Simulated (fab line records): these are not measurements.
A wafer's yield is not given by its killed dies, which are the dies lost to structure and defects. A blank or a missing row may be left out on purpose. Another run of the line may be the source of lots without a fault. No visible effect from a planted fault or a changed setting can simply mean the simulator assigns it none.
What tool caused it? | flow gf180mcu | 12 lots, 36 wafers sampled, at 1 step of a route of 602

== WHAT THE GAUGES SHOWED, per wafer ==
GF_STI_THK_MEAS_30.
lot  | measured    | on            | STI_OXIDATION_02_THK (nm)
L075 | day 2 13:19 | film metro-04 | 9.89 9.84 10.03
L077 | day 2 21:37 | film metro-02 | 10.19 10.27 10.24
L079 | day 3 07:41 | film metro-04 | 10.08 9.99 10.09
L081 | day 3 21:18 | film metro-02 | 9.83 9.87 9.72
L083 | day 4 04:44 | film metro-03 | 10.18 10.14 10.00
L085 | day 4 16:16 | film metro-03 | 10.22 10.24 10.31
L087 | day 5 00:26 | film metro-02 | 10.01 10.05 10.01
L089 | day 5 10:59 | film metro-03 | 9.99 9.95 9.82
L091 | day 5 21:33 | film metro-03 | 9.93 10.16 9.99
L093 | day 6 08:19 | film metro-02 | 9.93 10.06 10.09
L095 | day 6 20:52 | film metro-04 | 9.97 9.98 9.82
L097 | day 7 04:59 | film metro-02 | 10.48 10.41 10.52

== TOOL THAT RAN EACH LOT (tool first, then ch and the chambers of the sampled wafers, then the start) ==
Record: no process step prior to these readings.

== THE ANSWER, worked out from the rows above alone ==
Rule: what is usual is taken from the lots themselves. The widest of any qualifying gaps counts: lots, ordered by their means at a reading, are off when they make up no more than a third of the lots, leave a main group of 4 or more, and stand apart from it by 3 or more times the standard deviation of that group's means. The tables above print the reading to a certain number of digits; a main group whose means all agree to those digits is not used. A lot without any number at a reading at which 4 lots or more have one is off too. The other lots that the step has rows for count as sound.
None of the lots is off at any reading shown; this tells nothing.

== WHAT THE SIMULATOR PUT IN ==
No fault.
